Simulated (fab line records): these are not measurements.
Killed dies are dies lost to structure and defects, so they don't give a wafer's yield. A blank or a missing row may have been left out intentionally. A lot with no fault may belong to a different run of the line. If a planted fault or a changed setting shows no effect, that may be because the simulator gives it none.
Problem report, 8D (eight disciplines) form, completed by code | flow sfqLine | the parts of the form that need people (team, actions taken, sign-off) are left out

== 1. PROBLEM STATEMENT ==
timeToEndpointS at SFQ_TRILAYER_I4_CMP_CMP_100 reads a mean of 248 s on 1 wafer of 1 lot; wafers without a fault read 217 s with a standard deviation of 6.8. That puts it +4.6 standard deviations away from the usual mean.
The step: polishes SiO2.
First seen on wafer L760.2, day 51 09:00, on cmp-01. At this step, 39 wafers from 13 lots have a number in the record. By rule, "out" or "out of limits" means more than 4 standard deviations away from the usual mean. The other wafers with a number count as sound.

== 2. WHAT IT IS, AND WHAT IT ISN'T ==
question                    | is                | is not
which readings at this step | timeToEndpointS   | motorCurrentA
which lots                  | L760              | L742, L743, L744, L746, L747, L748, L750, L751, L752, L753, L756, L763
which wafers of those lots  | L760.2            | L760.1, L760.5
read on which tools         | cmp-01            | cmp-02
when                        | from day 51 09:00 | up to then (34 sound wafers); but 4 sound wafers of L760, L763 came after

== 3. THE SUSPECTS, EACH WITH WHAT RULES IT OUT ==
Counting: any tool at a process step up to the reading remains a suspect provided it ran every lot that is out. Sound lots after the first of them don't rule it out here, since some wafers of a struck lot are sound.
- pecvd-03 at SFQ_TRILAYER_I3_DEP_PECVD_081 (deposits SiO2 from SiH4/N2O, time 111.11 s, target thk 500 nm): kept. It processed L760, the lot that is out, at day 37 13:14, and its most recent sound lot before then was L752 at day 34 06:40.
- rieMetal-02 at SFQ_TRILAYER_I3_VIA_STRIP_STRIP_089 (strips in O2): kept. It processed L760, the lot that is out, at day 44 00:58, and its most recent sound lot before then was L744 at day 31 09:28.
- cmp-01 at SFQ_TRILAYER_I4_CMP_CMP_100 (polishes SiO2): kept. It processed L760, the lot that is out, at day 51 08:00, and its most recent sound lot before then was L751 at day 47 16:20. Out on those wafers are its own readings of timeToEndpointS.
- The sound lot-mates ran in chamber 1 of pecvd-03 at SFQ_TRILAYER_I3_DEP_PECVD_081, but the wafers that are out ran in chamber 2.
- Within cmp-01 at SFQ_TRILAYER_I4_CMP_CMP_100: the wafers that are out ran in chamber 0; their sound lot-mates ran in chambers 2, 3.
The count leaves pecvd-03 at SFQ_TRILAYER_I3_DEP_PECVD_081, rieMetal-02 at SFQ_TRILAYER_I3_VIA_STRIP_STRIP_089, and cmp-01 at SFQ_TRILAYER_I4_CMP_CMP_100.

== 4. THE CAUSE (what the simulator had put in) ==
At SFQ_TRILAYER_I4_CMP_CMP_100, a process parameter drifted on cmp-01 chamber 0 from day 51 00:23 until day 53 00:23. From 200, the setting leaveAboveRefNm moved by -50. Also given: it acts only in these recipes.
Counting left 3 suspects, and this tool is among them.

== 5. THE EFFECT CHAIN, in route order ==
Each row: a reading whose mean over the struck wafers that have a number lies more than 3 standard deviations from the usual. Scope: only readings with a usual standard deviation given in the record; hours: median across lots of the time from each lot's start at the first step in this table that gives one to its start at this step; sigmas: change in usual standard deviations.
hours | step                                  | reading         | usual      | on struck wafers | change | sigmas
0     | SFQ_TRILAYER_I4_CMP_CMP_100           | timeToEndpointS | 217 s      | 248              | +31    | +4.6
2     | SFQ_TRILAYER_I4_METRO_MEASURE_101     | thkNm           | 200.2 nm   | 151.1            | -49.1  | -45
140   | SFQ_TRILAYER_I4_VIA_ETCH_VIA_ETCH_106 | oesProductAu    | 0.855 a.u. | 0.734            | -0.121 | -24
It contains these process steps:
- SFQ_TRILAYER_I4_CMP_CMP_100: polishes SiO2.
- SFQ_TRILAYER_I4_METRO_MEASURE_101
- SFQ_TRILAYER_I4_VIA_ETCH_VIA_ETCH_106: etches SiO2 in CHF3, stops on Nb, target depth 260 nm.

== 6. HOW IT WOULD HAVE BEEN CAUGHT EARLIER ==
The fault began at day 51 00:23; the first out-of-limits reading in this record came at day 51 09:00, 9 hours later.
